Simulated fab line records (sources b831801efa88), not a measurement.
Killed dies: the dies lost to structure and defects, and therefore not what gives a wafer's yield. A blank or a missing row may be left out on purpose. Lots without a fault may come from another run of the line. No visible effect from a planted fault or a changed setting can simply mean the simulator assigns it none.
Check for tools in common | flow sky130 | Sample size 11 lots and 33 wafers

WHY THIS WAS OPENED
At SKY_VT_ADJUST_NCORE_TW_MEAS_11 the reading VT_ADJUST_NCORE_TW is flagged on 3 of 11 lots. No-fault wafers: 220.6, standard deviation 2.6.
Rule: flag the lot when none of its wafers has a number, or when each of its wafers that has one lies beyond 4 standard deviations from that mean. All remaining lots are regarded as sound.

lot  | measured     | on            | VT_ADJUST_NCORE_TW, wafer by wafer | flag
L974 | day 9 02:53  | film metro-02 | 224.5 224.0 223.9                  |
L976 | day 9 20:28  | film metro-03 | 265.9 265.4 265.4                  | FLAGGED
L978 | day 10 09:59 | film metro-02 | 222.7 223.3 222.0                  |
L979 | day 10 13:36 | film metro-02 | 271.4 272.7 271.6                  | FLAGGED
L980 | day 10 21:11 | film metro-02 | 270.8 272.1 272.7                  | FLAGGED
L982 | day 11 10:32 | film metro-02 | 223.8 223.9 225.2                  |
L989 | day 13 10:16 | film metro-02 | 223.5 222.8 223.5                  |
L990 | day 13 17:35 | film metro-02 | 223.4 223.2 222.5                  |
L993 | day 14 13:57 | film metro-04 | 219.1 218.3 217.9                  |
L995 | day 15 11:07 | film metro-03 | 217.1 217.7 217.0                  |
L997 | day 15 23:37 | film metro-04 | 220.6 220.6 221.0                  |
The mean of the flagged lots' numbers is 269.8, +49.2 from the usual (+19 standard deviations).

TOOL THAT RAN EACH LOT
The record holds 2 process steps before the reading, out of a route of 708 steps. Cell contents, in order: the tool; ch with the chambers the sampled wafers went through; the start.
lot  | flag    | SKY_FIELD_ISO_ETCH_17           | SKY_VT_ADJUST_NCORE_IMPLANT_09
L974 |         | rie si-01 ch 0,2, day 2 07:34   | implanter-04 ch 0, day 9 02:39
L976 | FLAGGED | rie si-01 ch 2,3, day 2 16:43   | implanter-03 ch 0, day 9 19:54
L978 |         | rie si-01 ch 1,2, day 3 02:26   | implanter-01 ch 0, day 10 09:46
L979 | FLAGGED | rie si-01 ch 2,3, day 3 07:02   | implanter-01 ch 0, day 10 13:03
L980 | FLAGGED | rie si-02 ch 0,1, day 3 13:16   | implanter-03 ch 0, day 10 20:37
L982 |         | rie si-02 ch 1,2, day 4 01:16   | implanter-01 ch 0, day 11 10:18
L989 |         | rie si-01 ch 0,1,2, day 5 12:32 | implanter-04 ch 0, day 13 10:01
L990 |         | rie si-01 ch 0,3, day 5 19:26   | implanter-03 ch 0, day 13 17:22
L993 |         | rie si-01 ch 0,1,2, day 6 08:32 | implanter-03 ch 0, day 14 13:42
L995 |         | rie si-01 ch 0,3, day 6 19:50   | implanter-01 ch 0, day 15 10:52
L997 |         | rie si-02 ch 0,3, day 7 07:16   | implanter-04 ch 0, day 15 23:22
What is done by these steps:
- SKY_FIELD_ISO_ETCH_17: etches Si in HBr/Cl2/O2, target depth 342 nm, time 97.7 s.
- SKY_VT_ADJUST_NCORE_IMPLANT_09
- SKY_VT_ADJUST_NCORE_TW_MEAS_11

FLAGGED OVER TOTAL, TOOL BY TOOL (the gauges that took the reading come last)
step                           | tool          | lots run | flagged | share of the flagged lots | sound lots run after its first flagged lot
SKY_FIELD_ISO_ETCH_17          | rie si-01     | 8        | 2       | some                      | 5 (L978,L989,L990,L993,L995)
SKY_FIELD_ISO_ETCH_17          | rie si-02     | 3        | 1       | some                      | 2 (L982,L997)
SKY_VT_ADJUST_NCORE_IMPLANT_09 | implanter-01  | 4        | 1       | some                      | 2 (L982,L995)
SKY_VT_ADJUST_NCORE_IMPLANT_09 | implanter-03  | 4        | 2       | some                      | 2 (L990,L993)
SKY_VT_ADJUST_NCORE_IMPLANT_09 | implanter-04  | 3        | 0       | none                      | -
SKY_VT_ADJUST_NCORE_TW_MEAS_11 | film metro-02 | 7        | 2       | some                      | 3 (L982,L989,L990)
SKY_VT_ADJUST_NCORE_TW_MEAS_11 | film metro-03 | 2        | 1       | some                      | 1 (L995)
SKY_VT_ADJUST_NCORE_TW_MEAS_11 | film metro-04 | 2        | 0       | none                      | -

WHAT THE TABLE ALLOWS
No row of the table ran every flagged lot.

WHAT THE SIMULATOR HAD PUT IN
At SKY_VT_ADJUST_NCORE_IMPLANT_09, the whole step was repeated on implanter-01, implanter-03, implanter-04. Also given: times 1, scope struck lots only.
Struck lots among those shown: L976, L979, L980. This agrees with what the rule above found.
